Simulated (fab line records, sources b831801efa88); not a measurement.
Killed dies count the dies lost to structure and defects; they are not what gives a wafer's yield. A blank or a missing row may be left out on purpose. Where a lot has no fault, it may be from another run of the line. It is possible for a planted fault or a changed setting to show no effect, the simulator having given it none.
Which tool is to blame?	flow sky130	11 lots, 33 wafers sampled, at 2 steps of a route of 708

## WHAT EACH GAUGE READ, for each wafer
SKY_VT_ADJUST_LVTN_TW_MEAS_21.
lot	measured	on	VT_ADJUST_LVTN_2_TW
L168	day 8 03:49	film_metro-02	189.8 190.7 189.6
L169	day 8 06:22	film_metro-02	189.4 188.9 189.8
L170	day 8 14:07	film_metro-02	189.2 188.6 188.8
L172	day 9 12:51	film_metro-03	189.3 189.5 190.6
L174	day 9 19:48	film_metro-03	189.7 189.0 189.7
L176	day 10 08:17	film_metro-03	186.6 187.5 187.4
L178	day 10 22:53	film_metro-03	204.4 203.9 203.4
L180	day 11 08:21	film_metro-03	204.5 204.4 204.8
L181	day 11 14:39	film_metro-04	188.5 187.2 187.4
L188	day 13 15:09	film_metro-04	186.8 186.1 186.9
L190	day 14 04:19	film_metro-04	186.3 185.1 185.8

## TOOL THAT RAN EACH LOT (tool first, then ch and the chambers of the sampled wafers, then the start)
lot	SKY_VT_ADJUST_LVTN_IMPLANT_19
L168	implanter-01 ch 0, day 8 03:36
L169	implanter-04 ch 0, day 8 06:07
L170	implanter-01 ch 0, day 8 13:52
L172	implanter-01 ch 0, day 9 12:36
L174	implanter-04 ch 0, day 9 19:33
L176	implanter-01 ch 0, day 10 08:04
L178	implanter-01 ch 0, day 10 22:39
L180	implanter-01 ch 0, day 11 08:06
L181	implanter-02 ch 0, day 11 14:24
L188	implanter-04 ch 0, day 13 14:54
L190	implanter-04 ch 0, day 14 04:04
- SKY_VT_ADJUST_LVTN_IMPLANT_19

## THE ANSWER, worked out from the rows above alone
Rule: what is usual is taken from the lots themselves. Put in order of their means at a reading, lots are off if they are a third of the lots or fewer, leave a main group of 4 or more, and stand apart from it by a gap of 3 or more times the standard deviation of the main group's means; of several such gaps the widest counts. The tables above print the reading to a certain number of digits; a main group whose means all agree to those digits is not used. Also off: a lot with no number at a reading for which 4 or more lots have one. Any other lot the step has rows for is counted as sound.
Off: L178, L180, seen at SKY_VT_ADJUST_LVTN_TW_MEAS_21 (VT_ADJUST_LVTN_2_TW). The main group: mean 188.3, standard deviation 1.5.
A tool fits if, at a process step before that reading, it ran every lot that is off, and no sound lot after the first of them. Gauges at SKY_VT_ADJUST_LVTN_TW_MEAS_21: tried the same way as those tools. Can't be told from this: 2 tools fit, implanter-01 at SKY_VT_ADJUST_LVTN_IMPLANT_19, film_metro-03 at SKY_VT_ADJUST_LVTN_TW_MEAS_21.

## WHAT THE SIMULATOR PUT IN
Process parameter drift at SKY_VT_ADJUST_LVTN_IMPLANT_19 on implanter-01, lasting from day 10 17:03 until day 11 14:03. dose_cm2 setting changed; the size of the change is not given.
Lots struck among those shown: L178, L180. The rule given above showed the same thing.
